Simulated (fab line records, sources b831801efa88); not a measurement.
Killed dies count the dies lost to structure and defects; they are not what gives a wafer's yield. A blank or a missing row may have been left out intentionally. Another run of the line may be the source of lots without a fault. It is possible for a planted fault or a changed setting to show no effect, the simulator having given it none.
One fault through the eyes of 2 desks || flow gf180mcu || each desk has only its own numbers; what lay behind them comes last

## AT THE TOOL OWNER'S DESK: implanter-01
The tool's own readings at GF_NSD_IMPLANT_09: means of the sampled wafers that have a number, for each lot that ran on this tool. Marked OUT: a lot whose mean sits more than 4 standard deviations from the usual mean, which makes it out of limits; the brackets give that distance.
Columns: A = end-station-pressure-torr at GF_NSD_IMPLANT_09, usual 1.17e-05 Torr; B = faraday-current-uA at GF_NSD_IMPLANT_09, usual 10501
{"lot": "L738", "first seen here": "day 14 15:58", "A": 1.20e-05, "B": 10369}
{"lot": "L740", "first seen here": "day 14 18:16", "A": 1.13e-05, "B": 10055}
{"lot": "L749", "first seen here": "day 17 20:26", "A": 1.14e-05, "B": 10146}
{"lot": "L751", "first seen here": "day 18 08:52", "A": 1.19e-05, "B": 10581}
{"lot": "L758", "first seen here": "day 20 21:25", "A": 1.11e-05, "B": 10528}
{"lot": "L759", "first seen here": "day 21 07:47", "A": 1.14e-05, "B": 10426}
This desk found nothing out of limits on any of the 6 lots.

## AT THE METROLOGY DESK
What the gauges read for every lot (on any tool): the sampled wafers with a number, averaged. Marked OUT: a lot whose mean sits more than 4 standard deviations from the usual mean, which makes it out of limits; the brackets give that distance.
Columns: A = NSD_RS at GF_PSD_RS_MEAS_14, usual 46.14 ohm/sq; B = cd-nm at GF_M1_CD_MEAS_14, usual 229.9 nm
{"lot": "L738", "first seen here": "day 15 13:38", "A": 46.12, "B": 230.6}
{"lot": "L740", "first seen here": "day 15 15:34", "A": 46.21, "B": 232.3}
{"lot": "L744", "first seen here": "day 17 02:01", "A": 46.18, "B": 230.2}
{"lot": "L749", "first seen here": "day 18 20:19", "A": "46.71 (+7.4) OUT", "B": 229.5}
{"lot": "L751", "first seen here": "day 19 09:22", "A": "46.87 (+9.4) OUT", "B": 229.0}
{"lot": "L752", "first seen here": "day 19 18:23", "A": 46.17, "B": 230.3}
{"lot": "L753", "first seen here": "day 20 05:10", "A": 46.09, "B": 228.6}
{"lot": "L755", "first seen here": "day 20 21:28", "A": 46.18, "B": 228.4}
{"lot": "L756", "first seen here": "day 21 08:46", "A": 46.22, "B": 229.9}
{"lot": "L757", "first seen here": "day 21 17:49", "A": 46.15, "B": 229.7}
{"lot": "L758", "first seen here": "day 21 22:25", "A": 46.15, "B": 229.4}
{"lot": "L759", "first seen here": "day 22 08:11", "A": 46.01, "B": 231.5}
This desk reports L749, L751 out of limits; the earliest was L749 at day 18 20:19 (NSD_RS at GF_PSD_RS_MEAS_14). Within limits: L738, L740, L744, L752, L753, L755, L756, L757, L758, L759.

## PUT TOGETHER
An alarm was possible from the metrology desk at day 18 20:19, on L749, L751.
The tool owner's desk saw nothing out of limits.
Tool owner's desk: L749, L751 on record, inside its limits.
Of the lots named, all ran GF_NSD_IMPLANT_09 on implanter-01.

## WHAT WAS PUT IN BY THE SIMULATOR
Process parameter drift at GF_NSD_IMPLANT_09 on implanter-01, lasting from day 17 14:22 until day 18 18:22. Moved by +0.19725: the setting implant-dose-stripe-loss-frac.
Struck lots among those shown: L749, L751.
Time in hours between the start of the fault and the first out-of-limits reading at each desk: metrology desk, 30.
